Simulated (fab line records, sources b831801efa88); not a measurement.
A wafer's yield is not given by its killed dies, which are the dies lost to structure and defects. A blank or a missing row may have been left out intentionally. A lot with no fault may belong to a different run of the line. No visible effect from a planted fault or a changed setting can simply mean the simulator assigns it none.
Which tool did it? | flow gf180mcu | 24 lots, 72 wafers sampled, at 2 steps of a route of 602

== WHAT THE GAUGES READ, wafer by wafer ==
GF_M3_RS_MEAS_05: the measuring method here is four-point-probe. Usual: M3_ALCU_RS typically reads 0.0700 ohm/sq, with standard deviation 0.00082.
lot  | measured     | on            | M3_ALCU_RS (ohm/sq)  | flag
L074 | day 20 16:04 | film_metro-04 | 0.0697 0.0694 0.0703 |
L075 | day 20 17:56 | film_metro-01 | 0.0698 0.0705 0.0704 |
L077 | day 21 18:41 | film_metro-03 | 0.0707 0.0702 0.0703 |
L076 | day 21 19:19 | film_metro-03 | 0.0703 0.0698 0.0705 |
L078 | day 21 21:37 | film_metro-03 | 0.0689 0.0696 0.0684 |
L079 | day 22 15:07 | film_metro-04 | 0.0710 0.0716 0.0718 |
L080 | day 22 17:21 | film_metro-01 | 0.0698 0.0693 0.0690 |
L081 | day 23 04:11 | film_metro-01 | 0.0696 0.0705 0.0697 |
L082 | day 23 08:44 | film_metro-04 | 0.0701 0.0718 0.0706 |
L083 | day 23 16:20 | film_metro-03 | 0.0700 0.0698 0.0703 |
L084 | day 23 22:05 | film_metro-03 | 0.0703 0.0715 0.0713 |
L085 | day 24 12:37 | film_metro-03 | 0.0689 0.0682 0.0695 |
L086 | day 24 14:54 | film_metro-04 | 0.0700 0.0699 0.0705 |
L087 | day 25 02:41 | film_metro-04 | 0.0696 0.0692 0.0705 |
L088 | day 25 10:55 | film_metro-04 | 0.0702 0.0703 0.0717 |
L089 | day 25 13:00 | film_metro-03 | 0.0694 0.0684 0.0700 |
L090 | day 25 21:55 | film_metro-04 | 0.0700 0.0706 0.0697 |
L091 | day 26 05:26 | film_metro-03 | 0.0696 0.0678 0.0694 |
L092 | day 26 16:50 | film_metro-01 | 0.0685 0.0696 0.0699 |
L093 | day 26 21:29 | film_metro-01 | 0.0697 0.0700 0.0709 |
L094 | day 27 06:02 | film_metro-04 | 0.0699 0.0708 0.0704 |
L095 | day 27 13:13 | film_metro-04 | 0.0696 0.0696 0.0683 |
L096 | day 27 18:06 | film_metro-04 | 0.0701 0.0711 0.0699 |
L097 | day 28 00:53 | film_metro-01 | 0.0699 0.0695 0.0699 |

== WHAT TOOL EACH LOT RAN ON (gives the tool, then ch and the chambers of the sampled wafers, and finally the start) ==
lot  | GF_SALICIDE_RTA_08
L074 | rtp_anneal-01 ch 0, day 15 11:06
L075 | rtp_anneal-02 ch 0, day 15 13:02
L077 | rtp_anneal-01 ch 0, day 16 12:01
L076 | rtp_anneal-01 ch 0, day 16 12:18
L078 | rtp_anneal-01 ch 0, day 16 14:35
L079 | rtp_anneal-01 ch 0, day 17 08:10
L080 | rtp_anneal-01 ch 0, day 17 08:49
L081 | rtp_anneal-02 ch 0, day 17 19:47
L082 | rtp_anneal-01 ch 0, day 18 02:01
L083 | rtp_anneal-02 ch 0, day 18 10:15
L084 | rtp_anneal-02 ch 0, day 18 15:17
L085 | rtp_anneal-02 ch 0, day 19 06:02
L086 | rtp_anneal-02 ch 0, day 19 08:56
L087 | rtp_anneal-01 ch 0, day 19 21:49
L088 | rtp_anneal-01 ch 0, day 20 07:27
L089 | rtp_anneal-01 ch 0, day 20 09:38
L090 | rtp_anneal-02 ch 0, day 20 20:02
L091 | rtp_anneal-01 ch 0, day 21 05:40
L092 | rtp_anneal-02 ch 0, day 21 17:14
L093 | rtp_anneal-02 ch 0, day 21 22:13
L094 | rtp_anneal-01 ch 0, day 22 08:41
L095 | rtp_anneal-01 ch 0, day 22 18:29
L096 | rtp_anneal-02 ch 0, day 22 22:55
L097 | rtp_anneal-01 ch 0, day 23 08:29
- GF_SALICIDE_RTA_08: time 30 s.

== AS READ BY THE TOOLS THEMSELVES (means over the sampled wafers that have a number; for cases with no such wafer, the mark the record gives instead) ==
GF_SALICIDE_RTA_08. Usual: anneal_temp_c_max 803.4, standard deviation 0.92; lamp_power_pct 15.5 %, standard deviation 0.84; wafer_temp_C_max 802.9, standard deviation 1.1.
lot  | tool          | anneal_temp_c_max | lamp_power_pct (%) | wafer_temp_C_max | flag
L074 | rtp_anneal-01 | 804.1             | 16.2               | 804.0            |
L075 | rtp_anneal-02 | 802.5             | 14.5               | 802.1            |
L077 | rtp_anneal-01 | 803.6             | 16.2               | 803.2            |
L076 | rtp_anneal-01 | 803.8             | 16.2               | 803.7            |
L078 | rtp_anneal-01 | 804.7             | 16.2               | 803.5            |
L079 | rtp_anneal-01 | 804.0             | 16.2               | 802.9            |
L080 | rtp_anneal-01 | 803.9             | 16.2               | 803.2            |
L081 | rtp_anneal-02 | 802.5             | 14.5               | 801.6            |
L082 | rtp_anneal-01 | 803.9             | 16.2               | 804.1            |
L083 | rtp_anneal-02 | 802.6             | 14.5               | 801.9            |
L084 | rtp_anneal-02 | 802.7             | 14.5               | 802.0            |
L085 | rtp_anneal-02 | 802.8             | 14.5               | 801.9            |
L086 | rtp_anneal-02 | 802.7             | 14.5               | 801.7            |
L087 | rtp_anneal-01 | 804.1             | 16.2               | 804.0            |
L088 | rtp_anneal-01 | 804.7             | 16.2               | 803.5            |
L089 | rtp_anneal-01 | 804.3             | 16.2               | 803.2            |
L090 | rtp_anneal-02 | 802.0             | 14.5               | 801.7            |
L091 | rtp_anneal-01 | 804.9             | 16.2               | 803.6            |
L092 | rtp_anneal-02 | 802.8             | 14.5               | 802.1            |
L093 | rtp_anneal-02 | 802.7             | 14.5               | 801.5            |
L094 | rtp_anneal-01 | 804.8             | 16.2               | 803.9            |
L095 | rtp_anneal-01 | 804.0             | 16.2               | 803.4            |
L096 | rtp_anneal-02 | 802.9             | 14.5               | 802.1            |
L097 | rtp_anneal-01 | 803.3             | 16.2               | 803.9            |

== THE ANSWER, worked out from the rows above alone ==
Rule: a lot is off if the mean of its wafers that have a number lies more than 3 standard deviations from the usual mean. A lot without any number at a reading at which 4 lots or more have one is off too. Where the step has rows for the other lots, those lots are counted as sound. The gauges are gone through in route order, then the tools' own readings, and for those a lot's mean is taken as printed above. The first step at which some lot is off is used, and at that step the reading that is off furthest; a lot without a number counts as furthest.
Across all readings shown, no lot is off: no conclusion can be drawn from this.

== WHAT THE SIMULATOR PUT IN ==
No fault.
